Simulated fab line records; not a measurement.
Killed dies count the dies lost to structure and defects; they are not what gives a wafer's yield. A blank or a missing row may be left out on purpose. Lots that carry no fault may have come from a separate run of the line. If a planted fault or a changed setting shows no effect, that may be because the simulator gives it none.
Which tool is to blame? | flow gf180mcu | 13 lots with 39 wafers sampled at 3 steps, on a route of 602 steps

== WHAT THE GAUGES SHOWED, per wafer ==
GF_TOP_METAL_OVL_MEAS_15.
lot  | measured     | on         | TOP_METAL_OVL (nm)
L621 | day 28 02:25 | overlay-01 | -1.1 2.0 -0.1
L622 | day 28 09:54 | overlay-01 | 0.1 0.4 0.8
L623 | day 28 16:43 | overlay-02 | -1.0 -1.6 -0.4
L624 | day 29 05:55 | overlay-01 | -1.0 -0.5 -0.8
L625 | day 29 12:10 | overlay-01 | -1.2 -1.3 0.0
L626 | day 29 17:34 | overlay-02 | -3.0 -1.8 -1.1
L627 | day 29 23:31 | overlay-01 | 0.7 -1.2 0.0
L628 | day 30 05:57 | overlay-02 | -0.1 0.7 0.4
L629 | day 30 20:44 | overlay-02 | 0.8 -0.8 0.4
L630 | day 30 22:57 | overlay-02 | 0.7 1.3 -1.9
L632 | day 31 14:21 | overlay-01 | 0.1 -1.8 -2.1
L643 | day 34 07:19 | overlay-02 | 0.5 0.2 -0.3
L644 | day 34 10:49 | overlay-02 | -0.2 -1.4 -0.3

== EACH LOT AND THE TOOL THAT RAN IT (in order: tool; ch and the chambers of the sampled wafers; start) ==
lot  | GF_V1_CVD_00                     | GF_V5_CVD_23
L621 | hdpcvd-01 ch 0,1,2, day 17 03:22 | cvd w-01 ch 0, day 27 05:49
L622 | hdpcvd-02 ch 0,2, day 17 10:47   | cvd w-02 ch 0,1, day 27 13:16
L623 | hdpcvd-02 ch 0,2, day 17 20:21   | cvd w-01 ch 0,1, day 27 20:27
L624 | hdpcvd-02 ch 0,1,2, day 18 09:19 | cvd w-01 ch 0,1, day 28 09:46
L625 | hdpcvd-02 ch 0,1,2, day 18 19:00 | cvd w-01 ch 0,1, day 28 16:41
L626 | hdpcvd-02 ch 1,2, day 19 02:16   | cvd w-02 ch 1, day 28 22:59
L627 | hdpcvd-02 ch 0,2, day 19 09:10   | cvd w-02 ch 0,1, day 29 02:53
L628 | hdpcvd-01 ch 0,2, day 19 18:37   | cvd w-01 ch 0,1, day 29 09:55
L629 | hdpcvd-01 ch 0,2, day 20 04:49   | cvd w-02 ch 0,1, day 30 01:11
L630 | hdpcvd-01 ch 1,2, day 20 14:02   | cvd w-01 ch 0,1, day 30 04:22
L632 | hdpcvd-01 ch 0,2, day 21 13:27   | cvd w-02 ch 0,1, day 30 20:01
L643 | hdpcvd-01 ch 0,1, day 25 07:34   | cvd w-02 ch 0,1, day 33 15:12
L644 | hdpcvd-01 ch 0,2, day 25 10:40   | cvd w-02 ch 1, day 33 18:17
- GF_V1_CVD_00: deposits SiO2, target thk 600 nm, time 100 s.
- GF_V5_CVD_23: deposits W, target thk 350 nm, time 104.9 s.

== AS READ BY THE TOOLS THEMSELVES (means over the sampled wafers that have a number; for cases with no such wafer, the mark the record gives instead) ==
GF_V5_CVD_23.
lot  | tool     | heater power w (W)
L621 | cvd w-01 | 985
L622 | cvd w-02 | 935
L623 | cvd w-01 | 913
L624 | cvd w-01 | 896
L625 | cvd w-01 | 837
L626 | cvd w-02 | 1003
L627 | cvd w-02 | 868
L628 | cvd w-01 | 902
L629 | cvd w-02 | 849
L630 | cvd w-01 | 838
L632 | cvd w-02 | 938
L643 | cvd w-02 | 866
L644 | cvd w-02 | 1021

== THE ANSWER, worked out from the rows above alone ==
Rule: the usual values come from the lots themselves. The widest of any qualifying gaps counts: lots, ordered by their means at a reading, are off when they make up no more than a third of the lots, leave a main group of 4 or more, and stand apart from it by 3 or more times the standard deviation of that group's means. If all means in a main group match to the digits the tables above print for the reading, that group is not used. Also off: a lot with no number at a reading for which 4 or more lots have one. Any other lot the step has rows for is counted as sound. The gauges are gone through in route order, then the tools' own readings, and for those a lot's mean is taken as printed above. The first step at which some lot is off is used, and at that step the reading that is off furthest; a lot without a number counts as furthest.
No lot is off on any of the readings shown, so nothing can be concluded from this.

== WHAT THE SIMULATOR PUT IN ==
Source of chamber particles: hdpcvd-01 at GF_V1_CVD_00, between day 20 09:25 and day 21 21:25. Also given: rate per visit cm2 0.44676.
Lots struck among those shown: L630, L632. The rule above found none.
